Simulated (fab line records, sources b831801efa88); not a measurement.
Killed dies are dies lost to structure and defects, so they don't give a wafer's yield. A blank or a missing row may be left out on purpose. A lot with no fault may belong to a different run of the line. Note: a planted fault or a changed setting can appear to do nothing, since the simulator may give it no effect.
A struck lot beside a sound one + flow sky130 + 18 out of 708 route steps
Sound: the wafers L787.3, L787.4, L787.5. Struck: wafers L805.2, L805.4, L805.5. At the end, the cause is stated.
Per side, at each step with rows, come the tool, then ch with its chambers, and then its first start. Under that, the readings that differ: sound wafers + struck wafers + difference of the means + sigmas: that difference in standard deviations of wafers without a fault.
alike: a reading whose means differ by less than 2 such deviations, as well as words and numbers matching on both sides. not compared: withheld readings; readings where some wafer has no value; bounds like >300 that might hide an equal value; numbers whose values overlap and for which the record gives no deviation.
Wherever a step has rows on one side only, a row that says differs or no value, or a row with sigmas, the two part there. Non-overlapping numbers with no deviation appear without sigmas and do not part them. A reading that every wafer of one side lacks parts them only if that side has two wafers or more.

first, 6 steps without rows for these wafers: SKY_RES_XHIGH_COAT_02 (resist thk 1140 nm); SKY_RES_XHIGH_SOFTBAKE_03 (time 60 s); SKY_RES_XHIGH_EXPOSE_04 (exposes mask URPM, target cd 1270 nm); SKY_RES_XHIGH_PEB_05; SKY_RES_XHIGH_DEVELOP_06 (develop time 60 s); SKY_RES_XHIGH_IMPLANT_07.
SKY_RES_XHIGH_STRIP_08: strips in O2/N2.
  sound on plasmaAsher-02 ch 0,1, day 28 15:12; struck on plasmaAsher-03 ch 0, day 33 02:13
| reading                  | sound             | struck            | difference | sigmas |
|--------------------------|-------------------|-------------------|------------|--------|
| drypumpMotorCurrentA (A) | 5.2 5.2 5.2       | 6.5 6.5 6.5       | +1.3       | +3     |
| stripTimeToEndpointS (s) | 14.37 14.31 14.34 | 14.22 14.18 14.21 | -0.14      | -3     |
  alike: oesProductAu
  not compared: rfHoursCounterH
SKY_RES_XHIGH_TW_MEAS_09:
  sound on filmMetro-04, day 28 15:17; struck on filmMetro-04, day 33 02:20
  alike: RES_XHIGH_TW
then, 4 steps without rows for these wafers: SKY_SD_N_DEHYDRATE_00 (time 60 s); SKY_SD_N_HMDS_01 (prime time 60 s); SKY_SD_N_COAT_02 (resist thk 1140 nm); SKY_SD_N_SOFTBAKE_03 (time 60 s).
SKY_SD_N_EXPOSE_04: exposes mask NSDM, target cd 380 nm.
  sound on ilineStepper-02 ch 0, day 29 04:43; struck on ilineStepper-02 ch 0, day 33 15:22
| reading           | sound                | struck               | difference | sigmas |
|-------------------|----------------------|----------------------|------------|--------|
| exposureDoseMJCm2 | 141.00 141.18 140.94 | 129.68 129.87 129.99 | -11.19     | -80    |
  alike: mask
then, 2 steps without rows for these wafers: SKY_SD_N_PEB_05; SKY_SD_N_DEVELOP_06 (develop time 60 s).
SKY_SD_N_CD_MEAS_07 targets a cd of 380 nm.
  sound on cdSem-01, day 29 17:56; struck on cdSem-01, day 34 04:55
| reading   | sound             | struck            | difference | sigmas |
|-----------|-------------------|-------------------|------------|--------|
| cdNm (nm) | 381.4 383.0 382.5 | 356.5 354.9 355.1 | -26.8      | -9     |
SKY_SD_N_OVL_MEAS_08:
  sound on overlay-01, day 29 18:02; struck on overlay-02, day 34 05:01
  alike: SD_N_OVL
-- record jumps: 16 days separate the struck wafers' starts on either side; left off in module SD_N, taken up again in module PAD_OPEN, whose first shown step is the route's number 708 --
SKY_PAD_OPEN_PROBE_99:
  sound on prober-02, day 47 07:42; struck on prober-02, day 50 06:35
  alike: killed_at_M0_to_M3, killed_at_M4_up, killedAtContacts, killedAtFrontEnd, killedDies, killedOpen, killedShort

## WHERE THEY PART
Last at SKY_SD_N_CD_MEAS_07 as far as this record goes, first at SKY_RES_XHIGH_STRIP_08. Later steps at which nothing parts them and some readings are alike: SKY_SD_N_OVL_MEAS_08, SKY_PAD_OPEN_PROBE_99.

WHY: what the simulator had put in
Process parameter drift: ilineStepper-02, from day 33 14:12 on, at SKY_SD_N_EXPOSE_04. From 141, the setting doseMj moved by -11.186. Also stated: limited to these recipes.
